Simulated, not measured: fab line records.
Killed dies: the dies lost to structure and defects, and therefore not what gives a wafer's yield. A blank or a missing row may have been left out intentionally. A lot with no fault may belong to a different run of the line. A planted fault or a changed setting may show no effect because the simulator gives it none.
fab line records | flow gf180mcu
record: lots: 5 wafers: 15 last-day: 34
route steps=602 shown STI@24 DNWELL@32 PASSIVATION@602
lots with no fault: from the same line, run without faults
start-h: hours from the record's opening day to when the first of the lot's shown wafers began | wait-h: hours from the lot's prior step to this one | " repeats the value in the row above | L1.1+2: several wafers, shown together as one row | - value missing, or start not given | * or withheld: withheld | < > ~ a bound
route shown NAME@n: NAME is a module with steps in the file, n the number in the route of the first one | usual: average and standard deviation across the fault-free wafers | same: alike in all rows | chamber/n: place in a boat | sites: per-site readings | _std_site: how widely they spread, as a standard deviation | _edge_site: the outer-site mean with the inner-site mean subtracted | radius-mm: how far each site lies from the wafer's centre | mask NAME#n: copy n | behind: the tool/chamber that last shaped the wafer | hold: cause of the lot's hold/its duration in hours/its outcome | device: names the non-switching transistor (n, p or np) | end of line: the tests these same wafers got at the end of their route | where a step has no rows: the recipe by itself | killed: count of dies lost to structure and defects at first sort (not the wafer's yield) | map: the dies of a wafer, with x for killed, . for not killed, _ for no die there
set.NAME: the run value of the setting; set.NAME@STEP: its run value at that earlier step | model.NAME: the simulator's own value behind a step, which no gauge read
a table for each step, a row for each wafer; lots at some steps of the route
services: a tool's chamber out of use, with start hour (start-h, from the record's first day; less than 0 if before it), hours out, and reason
== steps ==
step: GF_STI_CVD_23
recipe: material: SiO2 target-thk-nm: 650 sigma-open-frac: 0.3 time-s: 108.3 temp-c: 600 sih4-flow-sccm: 60 pressure-mtorr: 6
step: GF_STI_THK_MEAS_24
recipe: reads: SiO2_of_STI_CVD_23
usual: STI_CVD_23_THK: 648/7.3
columns lot.wafer tool chamber start-h wait-h STI_CVD_23_THK[nm]
L165.1 film-metro-03 - 93.13 0.0 655
L165.3 " - " " 645
L165.6 " - " " 655
L166.1 film-metro-02 - 96.87 0.0 643
L166.3 " - " " 636
L166.6 " - " " 641
L168.2 film-metro-01 - 112.79 0.0 659
L168.3 " - " " 644
L168.5 " - " " 665
L174.1 film-metro-03 - 142.30 0.0 639
L174.3 " - " " 643
L174.5 " - " " 642
L176.1 film-metro-02 - 150.36 0.0 654
L176.2 " - " " 655
L176.6 " - " " 662
step: GF_STI_CMP_25
recipe: stop-on: Si3N4 t-overpolish-s: 33 down-force-psi: 4 platen-rpm: 60 target-thk-nm: 524.6 pad-velocity-m-s: 0.94248
usual: motor-current-A: 11.9/0.85 overpolish-run-s: 33.000/0.0086 time-to-endpoint-s: 124/6.5
columns lot.wafer tool chamber start-h wait-h motor-current-A overpolish-run-s time-to-endpoint-s
L165.3 cmp-01 2 93.19 0.0 13.2 33.006 135
L165.1 " 0 " " 10.1 33.004 116
L165.6 " 2 " " 13.5 32.998 141
L166.3 cmp-01 2 96.98 0.1 12.7 33.004 131
L166.1 " 3 " " 12.2 33.025 119
L166.6 " 2 " " 13.1 33.017 136
L168.3 cmp-02 1 112.89 0.1 11.2 32.996 125
L168.2 " 2 " " 11.9 33.027 123
L168.5 " 0 " " 12.5 32.998 125
L174.1 cmp-01 2 142.41 0.1 13.0 33.006 133
L174.3 " 3 " " 12.0 33.000 117
L174.5 " 2 " " 12.7 33.011 129
L176.1 cmp-02 1 150.47 0.1 12.0 32.997 127
L176.2 " 3 " " 12.3 33.002 127
L176.6 " 1 " " 11.4 32.995 127
step: GF_STI_WET_ETCH_26
recipe: chemistry: dHF target-depth-nm: 94 target: SiO2 temp-c: 25 dilution: 10:1 time-s: 188
step: GF_STI_WET_ETCH_27
recipe: chemistry: H3PO4 target-depth-nm: 160 target: Si3N4 temp-c: 160 time-s: 1825
step: GF_STI_WET_ETCH_28
recipe: chemistry: dHF target-depth-nm: 20 dry: ipa-marangoni target: SiO2 temp-c: 25 dilution: 10:1 time-s: 40
step: GF_STI_OXIDATION_29
recipe: temp-c: 900 ambient: O2 stabilise-s: 600 purge-s: 300 target-thk-a: 100 ox-time-s: 1418
step: GF_STI_THK_MEAS_30
recipe: reads: SiO2_of_STI_OXIDATION_29
usual: STI_OXIDATION_02_THK: 9.97/0.17
columns lot.wafer tool chamber start-h wait-h STI_OXIDATION_02_THK[nm]
L165.1 film-metro-01 - 97.33 0.0 9.90
L165.3 " - " " 9.83
L165.6 " - " " 9.95
L166.1 film-metro-02 - 101.12 0.0 9.69
L166.3 " - " " 9.70
L166.6 " - " " 9.69
L168.2 film-metro-02 - 115.93 0.0 9.81
L168.3 " - " " 9.74
L168.5 " - " " 9.73
L174.1 film-metro-02 - 146.20 0.0 10.01
L174.3 " - " " 10.00
L174.5 " - " " 9.95
L176.1 film-metro-02 - 155.69 0.0 10.36
L176.2 " - " " 10.26
L176.6 " - " " 10.28
step: GF_DNWELL_DEHYDRATE_00
recipe: temp-c: 200 time-s: 60
step: GF_DNWELL_HMDS_01
recipe: prime-time-s: 60 prime-temp-c: 120
step: GF_DNWELL_COAT_02
recipe: spin-rpm: 2000 resist-thk-nm: 3000
step: GF_DNWELL_SOFTBAKE_03
recipe: temp-c: 110 time-s: withheld
step: GF_DNWELL_EXPOSE_04
recipe: mask-id: DNWELL target-cd-nm: 1700 na: 0.6 source-shape: conventional sigma-outer: 0.6 dose-mj: 260
columns lot.wafer tool chamber start-h wait-h mask
L165.1+3+6 iline-stepper-02 0 104.33 - DNWELL#0
L166.1+3+6 iline-stepper-01 0 108.38 - DNWELL#0
L168.2+3+5 iline-stepper-01 0 122.78 - DNWELL_R1#0
L174.1+3+5 iline-stepper-02 0 153.70 - DNWELL#0
L176.1+2+6 iline-stepper-01 0 163.33 - DNWELL#0
step: GF_DNWELL_PEB_05
recipe: temp-c: 115 time-s: withheld
step: GF_PASSIVATION_PROBE_99
columns lot.wafer tool chamber start-h wait-h hold model.etest.dnwell.width-nm model.etest.dnwell.line-ohm-um
L165.1 prober-01 - 760.10 0.1 - 1702 551.4
L165.3 prober-01 - 760.20 0.2 - 1700 557.7
L165.6 prober-01 - 760.35 0.2 - 1700 557
L166.1 prober-02 - 763.24 0.1 - 1699 546.3
L166.3 prober-02 - 763.34 0.2 - 1702 539.5
L166.6 prober-02 - 763.49 0.2 - 1691 542.3
L168.2 prober-01 - 782.94 0.1 await-dispo/1.6h/scrap 1957 476.5
L168.3 prober-01 - 782.99 0.2 await-dispo/1.6h/scrap 1953 474.1
L168.5 prober-01 - 783.09 0.2 await-dispo/1.6h/scrap 1955 481
L174.1 prober-02 - 810.71 0.1 - 1692 554.5
L174.3 prober-02 - 810.81 0.2 - 1694 548.5
L174.5 prober-02 - 810.91 0.2 - 1702 551
L176.1 prober-02 - 820.19 0.1 - 1701 559.6
L176.2 prober-02 - 820.24 0.1 - 1693 541.8
L176.6 prober-02 - 820.44 0.2 - 1709 540.3
killed by level:class
L165.1 STI:geometric-particle:open=6 V2:geometric-particle:open=4 CONTACT:geometric-particle:open=3 V3:geometric-particle:open=3 V5:geometric-particle:open=3 V1:geometric-particle:open=2 M2:geometric-particle:short=2 M4:geometric-particle:short=2
L165.3 V5:geometric-particle:open=8 V3:geometric-particle:open=4 V2:geometric-particle:open=4 V4:geometric-particle:open=4 CONTACT:geometric-particle:open=3 CONTACT:geometric-particle:short=2 M4:geometric-particle:open=2 DUAL_GATE:geometric-particle:open=1
L165.6 CONTACT:geometric-particle:open=6 V2:geometric-particle:short=4 V2:geometric-particle:open=4 V3:geometric-particle:short=4 STI:geometric-particle:short=3 CONTACT:geometric-particle:short=3 V4:geometric-particle:open=3 STI:geometric-particle:open=2
L166.1 CONTACT:geometric-particle:open=7 V1:geometric-particle:open=5 V3:geometric-particle:open=4 V4:geometric-particle:short=4 M2:geometric-particle:short=3 V5:geometric-particle:short=3 CONTACT:geometric-particle:short=2 V2:geometric-particle:short=2
L166.3 STI:geometric-particle:open=7 V3:geometric-particle:open=6 V4:geometric-particle:open=5 V2:geometric-particle:open=4 V3:geometric-particle:short=4 STI:geometric-particle:short=3 CONTACT:geometric-particle:short=3 M1:geometric-particle:short=3
L166.6 V3:geometric-particle:open=5 CONTACT:geometric-particle:open=4 M4:geometric-particle:short=4 V1:geometric-particle:open=4 M2:geometric-particle:short=3 V5:geometric-particle:short=3 STI:geometric-particle:short=2 M2:geometric-particle:open=2
L174.1 V2:geometric-particle:open=4 V5:geometric-particle:open=4 STI:geometric-particle:short=3 POLY_GATE:geometric-particle:short=3 M4:geometric-particle:short=3 V2:geometric-particle:short=2 V3:geometric-particle:open=2 V4:geometric-particle:short=2
L174.3 V3:geometric-particle:open=6 V4:geometric-particle:open=5 CONTACT:geometric-particle:open=4 CONTACT:geometric-particle:short=3 V1:geometric-particle:open=3 V2:geometric-particle:short=3 STI:geometric-particle:short=2 V2:geometric-particle:open=2
L174.5 V2:geometric-particle:open=5 V5:geometric-particle:open=4 V3:geometric-particle:open=3 M2:geometric-particle:short=3 V4:geometric-particle:open=3 STI:geometric-particle:short=2 V3:geometric-particle:short=2 M4:geometric-particle:short=2
L176.1 V5:geometric-particle:open=7 CONTACT:geometric-particle:short=7 V3:geometric-particle:open=6 CONTACT:geometric-particle:open=4 V2:geometric-particle:open=4 V1:geometric-particle:short=3 V1:geometric-particle:open=3 M4:geometric-particle:short=3
L176.2 V3:geometric-particle:open=5 POLY_GATE:geometric-particle:short=4 CONTACT:geometric-particle:open=4 V2:geometric-particle:open=4 V1:geometric-particle:open=4 V4:geometric-particle:short=4 V4:geometric-particle:open=3 CONTACT:geometric-particle:short=3
L176.6 V5:geometric-particle:open=4 V1:geometric-particle:open=4 V3:geometric-particle:open=4 V1:geometric-particle:short=3 V2:geometric-particle:open=3 M3:geometric-particle:short=3 POLY_GATE:geometric-particle:short=2 POLY_GATE:geometric-particle:open=2
map L166.3 (x killed, . not)
__________.........._________
________.............._______
______x..x.............._____
_____.....x..............____
____..........x....x......___
___......xxx.....x..x......__
__............x............._
_xx.x.x..............x.......
_.........................x..
_..............x.......xx..x.
_......x.....x..x........x...
_.....x....x...x......x......
_...........x.....x..x.......
_x...........x..x............
_.........................x.x
__......x.......x..x..xxx..._
___x..x...........x........__
____..xx..................___
_____.x.............x....____
______......x..........._____
________.x.......x...._______
__________.xx......._________
map L176.1 (x killed, . not)
__________.........._________
________.........x...._______
______.x..........x....._____
_____.........x..........____
____...x......xx.x...x....___
___...x..x......x....x..x..__
__.......x.................x_
_...x...........x.x......x.x.
_...x..................x.....
_..x....x.......x.......xx...
_.x......x.....x..x..........
_x....................x......
_........................x...
_..x.xx.....xx.....x.........
_x...........................
__x.x.x.x..................._
___................x.......__
____x...x.................___
_____x....x..x.....x.....____
______.......x.........._____
________x...x........._______
__________..x.x....._________
== services ==
columns tool chamber start-h hours kind
cmp-01 - 106.64 0.4 repair
iline-stepper-01 - 157.40 1.7 pm
== key ==
first-sign: step: GF_DNWELL_EXPOSE_04 reading: mask direction: changed
effect: step: GF_PASSIVATION_PROBE_99 reading: hold direction: added
model-effect: step: GF_PASSIVATION_PROBE_99 value: etest.dnwell.width-nm without: 1700 struck: 1955
met-at GF_DNWELL_EXPOSE_04
struck-wafers L168.2,L168.3,L168.5
sort-left-out L168.2,L168.3,L168.5
tester-left-out L168
onset-between 108.38 122.78
fault: kind: wrong-mask tool: any chamber: - onset-h: 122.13 steps: GF_DNWELL_EXPOSE_04 aux-copy: DNWELL_R1#0 cd-offset-nm: 255 scope: struck-lots-only
tester-left-out: of these lots the tester's yield and bins aren't shown, on N5 and GAA mostly nor the transistor test; their killed dies are dies lost to structure and defects alone, not to doping, threshold or leakage, so they don't give the yield
sort-left-out: the simulated sort isn't trusted on such a fault, so these wafers' sort isn't shown, and their yield isn't known
